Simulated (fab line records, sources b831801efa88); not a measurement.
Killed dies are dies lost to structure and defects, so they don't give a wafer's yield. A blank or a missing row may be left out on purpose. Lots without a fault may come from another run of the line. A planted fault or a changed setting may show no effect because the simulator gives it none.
Problem report in the 8D (eight disciplines) form, filled by code | flow gf180mcu | the parts of the form that need people (team, actions taken, sign-off) are left out

1. THE PROBLEM
heater_power_total_W at GF_DUAL_GATE_SOFTBAKE_07 reads a mean of 57.57 W on 9 wafers of 3 lots; wafers without a fault read 56.60 W with a standard deviation of 0.044. That is +22 standard deviations from the usual mean.
The step: time 60 s.
First seen on wafer L163.2, day 12 16:37, on litho_track-02. The record holds 45 wafers of 15 lots with a number at this step. Rule for "out", or "out of limits": more than 4 standard deviations from the usual mean. The other wafers with a number count as sound.

2. WHAT IT IS AND WHAT IT IS NOT
question                    | is                                 | is not
which readings at this step | heater_power_total_W, run_length_s | -
which lots                  | L163, L164, L165                   | L146, L147, L148, L149, L150, L151, L152, L153, L154, L155, L156, L168
which wafers of those lots  | all that have a number             | -
read on which tools         | litho_track-02                     | litho_track-03, litho_track-04
when                        | from day 12 16:37                  | up to then (33 sound wafers); but 3 sound wafers of L168 came after

3. SUSPECTS, AND WHAT RULES EACH OUT
Counting: a tool at a process step up to the reading stays a suspect if it ran every lot that is out and no sound lot after the first of them.
- litho_track-02 at GF_DUAL_GATE_SOFTBAKE_07 (time 60 s): kept. It ran every lot that is out, first L163 (day 12 16:37), and no sound lot after that; its last sound lot up to then is L156 (day 10 22:55). Its own readings are out on those wafers: heater_power_total_W, run_length_s.
Left after counting: litho_track-02 at GF_DUAL_GATE_SOFTBAKE_07.

4. THE CAUSE (what the simulator had put in)
Process parameter drift: litho_track-02, from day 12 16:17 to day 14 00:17, at GF_DUAL_GATE_SOFTBAKE_07. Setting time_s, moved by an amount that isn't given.
Counting left only this tool.

5. THE CHAIN OF EFFECTS, in route order
Each row: a reading whose mean over the struck wafers that have a number lies more than 3 standard deviations from the usual. Only readings for which the record gives a usual standard deviation are gone through. hours: the time from each lot's start at the first step in this table that gives one to its start at this step, as a median over the lots. sigmas: the change in usual standard deviations.
hours | step                     | reading              | usual   | on struck wafers | change | sigmas
0     | GF_DUAL_GATE_SOFTBAKE_07 | heater_power_total_W | 56.60 W | 57.57            | +0.97  | +22
0     | GF_DUAL_GATE_SOFTBAKE_07 | run_length_s         | 89.26 s | 86.43            | -2.83  | -17
The process steps in it:
- GF_DUAL_GATE_SOFTBAKE_07: time 60 s.
Later measuring or inspecting steps at which every struck wafer that the step has a row for has a number for every such reading, and none has moved that far: GF_POLY_GATE_CD_MEAS_10.

6. WHAT WOULD HAVE CAUGHT IT SOONER
In this record the first reading out of limits was taken at day 12 16:37, 0 hours after the fault began at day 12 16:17.
